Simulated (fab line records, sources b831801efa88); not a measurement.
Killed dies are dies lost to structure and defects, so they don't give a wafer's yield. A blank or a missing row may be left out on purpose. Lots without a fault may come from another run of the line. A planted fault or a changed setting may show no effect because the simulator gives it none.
A struck lot beside a sound one | flow sky130 | 14 steps out of a route of 708
Sound: wafers L775.3, L775.4, L775.6. Struck: wafers L782.1, L782.2, L782.5. The cause comes at the end.
At each step with rows: each side's tool, then ch and its chambers, then its first start. Under that, the readings that differ: sound wafers | struck wafers | difference of the means | sigmas: that difference in standard deviations of wafers without a fault.
alike: readings whose means differ by less than 2 such deviations, and words and numbers that are the same on both sides. not compared: withheld readings, readings that some wafer has no value for, bounds like >300 that may hide the same value, and numbers for which the record gives no deviation and whose values overlap.
The two part at a step that has a row with sigmas, a row that says differs or no value, or rows on one side only. Numbers that don't overlap but have no deviation are shown without sigmas and don't part them. A reading that every wafer of one side lacks parts them only if that side has two wafers or more.

first, 5 steps without rows for these wafers: SKY_SONOS_ONO_COAT_08 (resist thk 1140 nm); SKY_SONOS_ONO_SOFTBAKE_09 (time 60 s); SKY_SONOS_ONO_EXPOSE_10 (exposes mask ONOM, target cd 410 nm); SKY_SONOS_ONO_PEB_11; SKY_SONOS_ONO_DEVELOP_12 (develop time 60 s).
SKY_SONOS_ONO_CD_MEAS_13: target cd 410 nm.
  sound on cd_sem-02, day 13 04:47; struck on cd_sem-01, day 15 19:59
  alike: cd_nm
SKY_SONOS_ONO_OVL_MEAS_14:
  sound on overlay-02, day 13 04:52; struck on overlay-02, day 15 20:06
  alike: SONOS_ONO_OVL
SKY_SONOS_ONO_ETCH_15: etches the open film in CHF3/O2, target depth 19.52 nm, time 7.8 s.
  sound on rie_diel-03 ch 0,1, day 13 04:53; struck on rie_diel-02 ch 0,2,3, day 15 20:08
  alike: O2_flow_sccm, drypump_motor_current_A, oes_product_au, throttle_valve_pct
  not compared: rf_hours_counter_h
then, 1 step without rows for these wafers: SKY_SONOS_ONO_WET_ETCH_16 (etches SiO2 in dHF, target depth 14 nm, time 280 s).
SKY_SONOS_ONO_STRIP_17: strips in O2/N2.
  sound on plasma_asher-03 ch 0,1, day 13 05:07; struck on plasma_asher-03 ch 0,1, day 15 20:14
  alike: drypump_motor_current_A, n2_flow_sccm, oes_product_au, strip_time_to_endpoint_s
  not compared: rf_hours_counter_h
then, 2 steps without rows for these wafers: SKY_SONOS_ONO_WET_ETCH_18 (etches Si3N4 in H3PO4, target depth 15 nm, time 172 s); SKY_GATE_OXIDE_CLEAN_00 (cleans in SC1/SC2, time 150 s).
SKY_GATE_OXIDE_OXIDATION_01: stabilise 600 s, purge 300 s, target thk 10.268 nm.
  sound on furnace-02 ch 0, day 13 05:18; struck on furnace-02, day 15 21:49
  no value came back on the struck wafers for ox_temp_c (C), ox_temp_c_max, spike_tc_top_C (C); on the sound wafers ox_temp_c (C) reads 899.6 899.9 900.0
then, 1 step without rows for these wafers: SKY_GATE_OXIDE_DEHYDRATE_03 (time 60 s).

WHERE THEY PART
Only at SKY_GATE_OXIDE_OXIDATION_01, within this record.

WHY: what the simulator had put in
Skipped step whole: furnace-02, from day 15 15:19 on, at SKY_GATE_OXIDE_OXIDATION_01. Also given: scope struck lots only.
